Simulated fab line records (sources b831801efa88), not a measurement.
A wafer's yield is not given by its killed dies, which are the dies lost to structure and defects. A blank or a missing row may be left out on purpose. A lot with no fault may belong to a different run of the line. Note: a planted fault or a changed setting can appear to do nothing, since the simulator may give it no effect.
fab line records ; flow sfqLine
[record] lots = 7; wafers = 21; lastDay = 85
route steps=325 shown M5@204 A5B@209 R5@212
lots untouched by any fault: they come from a run of this same line in which no faults occurred
startH: the number of hours between the record's first day and the start of the first shown wafer of the lot ; waitH: hours elapsed since this lot's preceding step ; " unchanged from the row above ; L1.1+2: a row that stands for several wafers ; - either no value or no given start ; * or withheld: withheld ; < > ~ a bound
route shown NAME@n: NAME is a module with steps in the file, n the number in the route of the first one ; usual: the fault-free wafers' mean and standard deviation ; same: alike in all rows ; chamber/n: place in a boat ; sites: the reading at each site ; _std_site: standard deviation of those values ; _edge_site: inner sites' mean taken away from outer sites' mean ; radiusMm: for every site, how far away it sits from the centre of the wafer ; mask NAME#n: copy n ; behind: the tool/chamber that last shaped the wafer ; hold: what put the lot on hold/how long, in hours/how the hold closed ; device: names the non-switching transistor (n, p or np) ; end of line: the tests these same wafers got at the end of their route ; for a step that has no rows: nothing shown but its recipe ; killed: dies lost to structure and defects at the first sort, not the wafer's yield ; map: shows each die of a wafer: x if killed, . if not, _ if none is there
set.NAME: the setting the step ran with; set.NAME@STEP: the setting that earlier step ran with ; model.NAME: the simulator's own value behind a step, which no gauge read
lots at some steps of the route; a table a step, a row a wafer
services: from which hour (startH, from the record's first day; less than 0 if before it) a tool's chamber was out of use, for how many hours, and why
[[steps]]
[step SFQ_M5_OVL_MEAS_932]
[usual] M5_OVL = 1/5.2
lot.wafer;tool;chamber;startH;waitH;M5_OVL[nm]
L843.1;overlay-02;-;1199.15;0.1;-3
L843.3;overlay-02;-;1199.15;0.1;-3
L843.5;overlay-02;-;1199.15;0.1;-1
L844.1;overlay-02;-;1364.59;0.1;-3
L844.5;overlay-02;-;1364.59;0.1;-5
L844.6;overlay-02;-;1364.59;0.1;7
L845.4;overlay-01;-;1366.32;0.1;0
L845.5;overlay-01;-;1366.32;0.1;2
L845.6;overlay-01;-;1366.32;0.1;2
L846.2;overlay-02;-;1488.48;0.1;-1
L846.4;overlay-02;-;1488.48;0.1;-4
L846.6;overlay-02;-;1488.48;0.1;-3
L854.1;overlay-01;-;1513.80;0.1;3
L854.4;overlay-01;-;1513.80;0.1;5
L854.5;overlay-01;-;1513.80;0.1;4
L857.4;overlay-02;-;1550.01;0.1;2
L857.5;overlay-02;-;1550.01;0.1;-2
L857.6;overlay-02;-;1550.01;0.1;3
L858.1;overlay-01;-;1553.60;0.1;4
L858.4;overlay-01;-;1553.60;0.1;-2
L858.5;overlay-01;-;1553.60;0.1;-2
[step SFQ_TRILAYER_M5_BARC_OPEN_METAL_ETCH_161]
[recipe] maskMaterial = PR; chemistry = O2; targetDepthNm = 125; target = BARC; icpW = 600; biasW = 80; pressureMtorr = 10; timeS = 41.7
[usual] chamberPressureMTorr = 10.000/0.0084; drypumpMotorCurrentA = 5.77/0.25; oesProductAu = 0.685/0.0044
lot.wafer;tool;chamber;startH;waitH;chamberPressureMTorr;drypumpMotorCurrentA;oesProductAu;rfHoursCounterH
L843.1;rieMetal-04;0;1199.19;0.0;9.997;5.87;0.688;105
L843.3;rieMetal-04;0;1199.19;0.0;9.993;5.87;0.684;-
L843.5;rieMetal-04;1;1199.19;0.0;10.004;5.36;0.684;-
L844.1;rieMetal-03;1;1364.63;0.0;10.002;6.14;0.677;4
L844.5;rieMetal-03;0;1364.63;0.0;9.996;5.56;0.685;-
L844.6;rieMetal-03;1;1364.63;0.0;9.999;6.08;0.682;-
L845.4;rieMetal-04;1;1366.36;0.0;9.987;5.34;0.679;-
L845.5;rieMetal-04;0;1366.36;0.0;9.998;5.89;0.689;-
L845.6;rieMetal-04;1;1366.36;0.0;9.996;5.36;0.688;-
L846.2;rieMetal-04;0;1488.53;0.0;9.992;5.87;0.680;-
L846.4;rieMetal-04;0;1488.53;0.0;10.007;5.86;0.683;-
L846.6;rieMetal-04;0;1488.53;0.0;10.012;5.85;0.691;-
L854.1;rieMetal-04;1;1513.83;0.0;9.998;5.31;0.688;1
L854.4;rieMetal-04;1;1513.83;0.0;10.003;5.35;0.680;-
L854.5;rieMetal-04;1;1513.83;0.0;9.995;5.34;0.681;-
L857.4;rieMetal-01;1;1550.05;0.0;9.996;5.97;0.683;-
L857.5;rieMetal-01;0;1550.05;0.0;10.002;5.67;0.684;-
L857.6;rieMetal-01;1;1550.05;0.0;10.001;5.96;0.687;-
L858.1;rieMetal-03;1;1553.63;0.0;9.995;6.10;0.692;32
L858.4;rieMetal-03;0;1553.63;0.0;9.998;5.55;0.682;-
L858.5;rieMetal-03;0;1553.63;0.0;9.988;5.58;0.687;-
[step SFQ_TRILAYER_M5_ETCH_METAL_ETCH_126]
[recipe] target = Nb; stopOn = SiO2; maskMaterial = PR; overEtchFrac = 0.15; timeS = 203.2; chemistry = Cl2/BCl3; targetDepthNm = 265; icpW = 600; biasW = 80; pressureMtorr = 10
[step SFQ_TRILAYER_M5_STRIP_STRIP_127]
[recipe] gas = O2; powerW = 200; platenTempC = 40; overashFraction = 0.65; chemistry = O2; pressureMtorr = 50
[step SFQ_TRILAYER_M5_STRIP_SOLV_CLEAN_128]
[recipe] chemistry = NMP; tempC = 70; timeS = 600
[step SFQ_TRILAYER_A5B_DEP_PECVD_129]
[recipe] material = SiO2; tempC = 150; timeS = 133.33; pressureTorr = 2.4; rfW = 183.3; precursor = SiH4/N2O; targetThkNm = 600
[usual] heaterPowerOuterW = 29/11; heaterPowerW = 83/23; susceptorTempC = 149.99/0.16; throttleValvePct = 25.2/1.2
lot.wafer;tool;chamber;startH;waitH;heaterPowerOuterW;heaterPowerW;susceptorTempC;throttleValvePct
L843.1;pecvd-02;0;1200.21;0.0;49;110;150.08;24.1
L843.3;pecvd-02;1;1200.21;0.0;33;100;149.66;25.3
L843.5;pecvd-02;1;1200.21;0.0;38;108;149.74;25.2
L844.1;pecvd-04;0;1365.66;0.0;29;83;150.03;24.7
L844.5;pecvd-04;0;1365.66;0.0;33;87;150.11;24.5
L844.6;pecvd-04;2;1365.66;0.0;28;81;149.79;25.5
L845.4;pecvd-01;1;1367.42;0.0;49;122;150.09;23.2
L845.5;pecvd-01;2;1367.42;0.0;27;79;149.91;26.0
L845.6;pecvd-01;0;1367.42;0.0;24;70;149.96;23.4
L846.2;pecvd-01;1;1490.39;0.0;47;125;150.03;23.6
L846.4;pecvd-01;1;1490.39;0.0;34;103;149.77;23.6
L846.6;pecvd-01;2;1490.39;0.0;34;89;150.03;26.1
L854.1;pecvd-01;0;1515.04;0.0;24;71;150.19;23.7
L854.4;pecvd-01;1;1515.04;0.0;49;121;150.01;23.6
L854.5;pecvd-01;2;1515.04;0.0;27;81;150.24;26.4
L857.4;pecvd-04;0;1551.28;0.0;31;83;150.09;24.6
L857.5;pecvd-04;1;1551.28;0.0;23;72;149.90;26.7
L857.6;pecvd-04;2;1551.28;0.0;23;74;149.96;25.6
L858.1;pecvd-02;2;1554.66;0.0;6;34;150.14;26.3
L858.4;pecvd-02;0;1554.66;0.0;36;92;150.11;24.6
L858.5;pecvd-02;2;1554.66;0.0;9;37;150.14;26.8
[step SFQ_TRILAYER_A5B_CMP_CMP_130]
[recipe] stopOn = Nb; downForcePsi = 3; platenRpm = 60; targetThkNm = 340.7
[usual] motorCurrentA = 10.4/1.1; platenRpm = 60.00/0.041
lot.wafer;tool;chamber;startH;waitH;motorCurrentA;platenRpm
L843.3;cmp-02;0;1200.82;0.6;10.1;60.01
L843.1;cmp-02;3;1202.32;2.1;8.3;59.93
L843.5;cmp-02;1;1203.32;3.0;9.9;60.05
L844.1;cmp-01;2;1366.77;1.1;11.5;60.09
L844.6;cmp-01;1;1368.27;2.5;12.0;59.96
L844.5;cmp-01;2;1368.27;2.5;11.5;60.04
L845.4;cmp-02;2;1368.46;1.0;10.8;59.97
L845.5;cmp-02;0;1369.46;2.0;9.9;60.02
L845.6;cmp-02;1;1369.46;2.0;9.7;60.06
L846.4;cmp-01;1;1508.79;18.3;12.3;60.03
L846.2;cmp-01;2;1508.79;18.3;11.2;59.98
L846.6;cmp-01;3;1508.79;18.3;11.0;60.03
L854.4;cmp-02;0;1530.07;14.9;9.5;60.01
L854.1;cmp-02;3;1531.57;16.5;8.1;59.96
L854.5;cmp-02;1;1532.57;17.4;9.6;59.95
L857.4;cmp-01;1;1553.29;2.0;11.7;60.00
L857.5;cmp-01;0;1554.79;3.5;9.4;60.02
L857.6;cmp-01;1;1554.79;3.5;12.1;59.98
L858.4;cmp-01;0;1556.79;2.0;9.0;60.06
L858.1;cmp-01;1;1556.79;2.0;12.0;59.97
L858.5;cmp-01;3;1558.29;3.5;11.6;60.00
[step SFQ_TRILAYER_A5B_METRO_MEASURE_131]
[usual] thkNm = 340/5.2
lot.wafer;tool;chamber;startH;waitH;thkNm
L843.1;filmMetro-02;-;1203.82;1.0;339
L843.3;filmMetro-02;-;1203.82;1.0;326
L843.5;filmMetro-02;-;1203.82;1.0;339
L844.1;filmMetro-02;-;1369.27;2.0;343
L844.5;filmMetro-02;-;1369.27;2.0;344
L844.6;filmMetro-02;-;1369.27;2.0;346
L845.4;filmMetro-04;-;1371.06;2.1;348
L845.5;filmMetro-04;-;1371.06;2.1;337
L845.6;filmMetro-04;-;1371.06;2.1;346
L846.2;filmMetro-04;-;1510.99;1.2;346
L846.4;filmMetro-04;-;1510.99;1.2;342
L846.6;filmMetro-04;-;1510.99;1.2;345
L854.1;filmMetro-02;-;1533.07;1.0;331
L854.4;filmMetro-02;-;1533.07;1.0;330
L854.5;filmMetro-02;-;1533.07;1.0;331
L857.4;filmMetro-02;-;1556.39;2.6;341
L857.5;filmMetro-02;-;1556.39;2.6;336
L857.6;filmMetro-02;-;1556.39;2.6;335
L858.1;filmMetro-02;-;1558.79;1.0;342
L858.4;filmMetro-02;-;1558.79;1.0;340
L858.5;filmMetro-02;-;1558.79;1.0;344
[step SFQ_TRILAYER_R5_DEP_SPUTTER_132]
[recipe] material = Ti; basePressurePa = 1.33e-06; targetThkNm = 5; powerW = 2000; timeS = 5; chamberPressurePa = 0.4
[usual] throttleValvePct = 29.8/0.75
lot.wafer;tool;chamber;startH;waitH;throttleValvePct
L843.1;pvdSputter-04;-;1205.02;1.0;30.8
L843.3;pvdSputter-04;-;1205.02;1.0;28.8
L843.5;pvdSputter-04;-;1205.02;1.0;30.7
L844.1;pvdSputter-05;-;1370.47;1.0;29.5
L844.5;pvdSputter-05;-;1370.47;1.0;31.7
L844.6;pvdSputter-05;-;1370.47;1.0;30.0
L845.4;pvdSputter-06;-;1371.66;0.4;29.0
L845.5;pvdSputter-06;-;1371.66;0.4;29.6
L845.6;pvdSputter-06;-;1371.66;0.4;29.7
L846.2;pvdSputter-06;-;1511.99;0.8;28.9
L846.4;pvdSputter-06;-;1511.99;0.8;29.7
L846.6;pvdSputter-06;-;1511.99;0.8;29.8
L854.1;pvdSputter-06;-;1534.27;1.0;29.2
L854.4;pvdSputter-06;-;1534.27;1.0;29.5
L854.5;pvdSputter-06;-;1534.27;1.0;29.9
L857.4;pvdSputter-05;-;1556.99;0.4;31.8
L857.5;pvdSputter-05;-;1556.99;0.4;31.5
L857.6;pvdSputter-05;-;1556.99;0.4;29.7
L858.1;pvdSputter-06;-;1559.99;1.0;29.2
L858.4;pvdSputter-06;-;1559.99;1.0;29.5
L858.5;pvdSputter-06;-;1559.99;1.0;29.7
[step SFQ_TRILAYER_R5_DEP_SPUTTER_133]
[recipe] material = MoNx; basePressurePa = 1.33e-06; targetThkNm = 40; powerW = 1000; timeS = 66.7; chamberPressurePa = 0.4
[step SFQ_TRILAYER_R5_DEP_SPUTTER_134]
[recipe] material = Ti; basePressurePa = 1.33e-06; targetThkNm = 5; powerW = 2000; timeS = 5; chamberPressurePa = 0.4
[step SFQ_R5_RS_MEAS_933]
[recipe] thkMeasGauge = four-point-probe; reads = Ti_of_TRILAYER_R5_DEP_SPUTTER_134+MoNx_of_TRILAYER_R5_DEP_SPUTTER_133+Ti_of_TRILAYER_R5_DEP_SPUTTER_132
[usual] R5_MONX_RS = 7.01/0.067
lot.wafer;tool;chamber;startH;waitH;R5_MONX_RS[ohm/sq]
L843.1;filmMetro-03;-;1205.12;0.0;7.05
L843.3;filmMetro-03;-;1205.12;0.0;7.01
L843.5;filmMetro-03;-;1205.12;0.0;7.04
L844.1;filmMetro-03;-;1370.56;0.0;6.89
L844.5;filmMetro-03;-;1370.56;0.0;6.99
L844.6;filmMetro-03;-;1370.56;0.0;7.00
L845.4;filmMetro-02;-;1371.81;0.1;6.97
L845.5;filmMetro-02;-;1371.81;0.1;6.96
L845.6;filmMetro-02;-;1371.81;0.1;6.93
L846.2;filmMetro-04;-;1512.10;0.0;6.98
L846.4;filmMetro-04;-;1512.10;0.0;6.99
L846.6;filmMetro-04;-;1512.10;0.0;7.03
L854.1;filmMetro-03;-;1534.37;0.0;6.99
L854.4;filmMetro-03;-;1534.37;0.0;6.99
L854.5;filmMetro-03;-;1534.37;0.0;7.01
L857.4;filmMetro-03;-;1557.14;0.1;7.07
L857.5;filmMetro-03;-;1557.14;0.1;7.02
L857.6;filmMetro-03;-;1557.14;0.1;7.05
L858.1;filmMetro-03;-;1560.08;0.0;6.99
L858.4;filmMetro-03;-;1560.08;0.0;6.98
L858.5;filmMetro-03;-;1560.08;0.0;6.95
[step SFQ_R5_THK_MEAS_934]
[recipe] thkMeasGauge = xrf; reads = MoNx_of_TRILAYER_R5_DEP_SPUTTER_133
[usual] R5_MONX_THK = 40.7/0.41
lot.wafer;tool;chamber;startH;waitH;R5_MONX_THK[nm]
L843.1;filmMetro-03;-;1205.24;0.1;40.7
L843.3;filmMetro-03;-;1205.24;0.1;40.8
L843.5;filmMetro-03;-;1205.24;0.1;40.6
L844.1;filmMetro-03;-;1370.68;0.1;41.4
L844.5;filmMetro-03;-;1370.68;0.1;40.8
L844.6;filmMetro-03;-;1370.68;0.1;40.8
L845.4;filmMetro-02;-;1371.90;0.1;40.5
L845.5;filmMetro-02;-;1371.90;0.1;40.7
L845.6;filmMetro-02;-;1371.90;0.1;41.0
L846.2;filmMetro-04;-;1512.21;0.1;40.9
L846.4;filmMetro-04;-;1512.21;0.1;40.6
L846.6;filmMetro-04;-;1512.21;0.1;40.3
L854.1;filmMetro-03;-;1534.49;0.1;43.6
L854.4;filmMetro-03;-;1534.49;0.1;43.7
L854.5;filmMetro-03;-;1534.49;0.1;43.4
L857.4;filmMetro-03;-;1557.23;0.1;43.3
L857.5;filmMetro-03;-;1557.23;0.1;43.1
L857.6;filmMetro-03;-;1557.23;0.1;43.1
L858.1;filmMetro-03;-;1560.20;0.1;43.6
L858.4;filmMetro-03;-;1560.20;0.1;43.5
L858.5;filmMetro-03;-;1560.20;0.1;43.9
[step SFQ_TRILAYER_R5_LITHO_COAT_141]
[recipe] resist = BARC; spinRpm = 3000; resistThkNm = 62
[[services]]
tool;chamber;startH;hours;kind
cmp-01;-;1188.43;0.3;repair
rieMetal-04;-;1192.87;0.3;repair
filmMetro-02;-;1231.68;0.5;pm
cmp-01;-;1256.38;4.0;pm
filmMetro-02;-;1274.03;1.9;pm
filmMetro-02;-;1284.56;0.2;pm
filmMetro-02;-;1287.74;4.2;repair
rieMetal-04;1;1307.77;10.1;repair
cmp-01;-;1316.15;5.9;pm
filmMetro-02;-;1325.37;0.4;pm
cmp-01;-;1345.19;4.0;pm
cmp-01;-;1403.11;0.3;repair
cmp-01;-;1403.64;2.0;repair
pvdSputter-06;-;1440.95;7.7;repair
cmp-01;-;1463.38;1.6;repair
filmMetro-02;-;1477.39;1.9;pm
filmMetro-02;-;1479.25;0.2;pm
cmp-01;-;1490.75;17.0;pm
pvdSputter-06;-;1499.83;1.7;repair
filmMetro-02;-;1508.67;12.5;repair
cmp-01;-;1514.80;0.3;repair
filmMetro-02;-;1521.21;0.9;pm
filmMetro-02;-;1530.11;1.0;pm
cmp-01;-;1535.14;0.5;repair
[[key]]
[firstSign] step = SFQ_R5_THK_MEAS_934; reading = R5_MONX_THK; direction = up; sigmas = 6.7; usual = 40.7; struck = 43.5
effect none on later readings
metAt SFQ_R5_THK_MEAS_934
struckWafers L854.1,L854.4,L854.5,L857.4,L857.5,L857.6,L858.1,L858.4,L858.5
onsetBetween 1370.68 1534.49
alsoFits time
[fault] kind = metrologyMatchingOffset; tool = filmMetro-03; chamber = -; onsetH = 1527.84; steps = SFQ_R5_THK_MEAS_934; param = thkNm; offset = 2.9622
